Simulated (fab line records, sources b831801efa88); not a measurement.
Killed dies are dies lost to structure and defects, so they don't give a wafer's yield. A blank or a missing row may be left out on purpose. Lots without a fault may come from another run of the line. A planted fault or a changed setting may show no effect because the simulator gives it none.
One fault seen from 2 desks | flow gf180mcu | each desk has only its own numbers; what lay behind them comes last

THE METROLOGY DESK
What the gauges read, lot by lot, whatever tool the lot ran on: means of the sampled wafers that have a number. A lot is out of limits, marked OUT, if its mean lies more than 4 standard deviations from the usual mean; the brackets give that distance.
Columns: A = V2_BOW at GF_V2_BOW_MEAS_05, usual 100 um
lot  | first seen here | A
L237 | day 19 21:48    | 96
L239 | day 21 01:14    | 96
L244 | day 22 13:04    | 102
L252 | day 25 09:01    | 108
L253 | day 25 13:11    | 94
L254 | day 25 19:52    | 110
L255 | day 26 03:07    | 87
L256 | day 26 06:59    | 97
L258 | day 27 03:05    | 95
L259 | day 27 07:15    | 111
L260 | day 27 10:50    | 105
This desk's finding: nothing out of limits on any of the 11 lots.

THE TOOL OWNER'S DESK: rie_metal-01
The tool's own readings at GF_M2_METAL_ETCH_16 (etches the open film in Cl2/BCl3, stops on SiO2, target depth 750.8 nm, time 125.1 s): means of the sampled wafers that have a number, for each lot that ran on this tool. A lot is out of limits, marked OUT, if its mean lies more than 4 standard deviations from the usual mean; the brackets give that distance.
Columns: A = bcl3_flow_sccm at GF_M2_METAL_ETCH_16, usual 40.00 sccm; B = bias_w at GF_M2_METAL_ETCH_16, usual 140.2 W; C = drypump_motor_current_A at GF_M2_METAL_ETCH_16, usual 5.7 A; D = oes_product_au at GF_M2_METAL_ETCH_16, usual 0.990 a.u.; E = run_length_s at GF_M2_METAL_ETCH_16, usual 153.2 s; F = throttle_valve_pct at GF_M2_METAL_ETCH_16, usual 28.228 %
lot  | first seen here | A     | B     | C   | D                | E               | F
L239 | day 20 23:59    | 40.01 | 139.9 | 5.6 | 0.988            | 153.7           | 28.227
L244 | day 22 11:50    | 40.00 | 139.8 | 5.7 | 0.944 (-9.3) OUT | 164.9 (+23) OUT | 28.279 (+5.4) OUT
L252 | day 25 07:37    | 39.86 | 140.3 | 5.2 | 0.987            | 153.9           | 28.226
L253 | day 25 11:50    | 40.01 | 140.3 | 5.3 | 0.994            | 153.8           | 28.216
L256 | day 26 05:43    | 40.03 | 139.7 | 5.2 | 0.989            | 154.1           | 28.229
L258 | day 27 01:50    | 40.02 | 140.5 | 5.6 | 0.982            | 153.8           | 28.230
L260 | day 27 09:32    | 40.05 | 140.5 | 5.8 | 0.985            | 153.6           | 28.232
This desk's finding: out of limits on L244; first on L244, day 22 11:50 (oes_product_au at GF_M2_METAL_ETCH_16). In limits: L239, L252, L253, L256, L258, L260.

PUT TOGETHER
The tool owner's desk could have raised an alarm at day 22 11:50, on L244.
The metrology desk saw nothing out of limits.
The metrology desk has L244 on record, within its limits.
Of the lots named, all ran GF_M2_METAL_ETCH_16 on rie_metal-01.

WHAT THE SIMULATOR HAD PUT IN
Process parameter drift: rie_metal-01, from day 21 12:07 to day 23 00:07, at GF_M2_METAL_ETCH_16. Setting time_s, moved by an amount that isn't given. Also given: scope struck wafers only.
Lots struck among those shown: L244.
Hours from the fault's start to each desk's first reading out of limits: the tool owner's desk, 24.
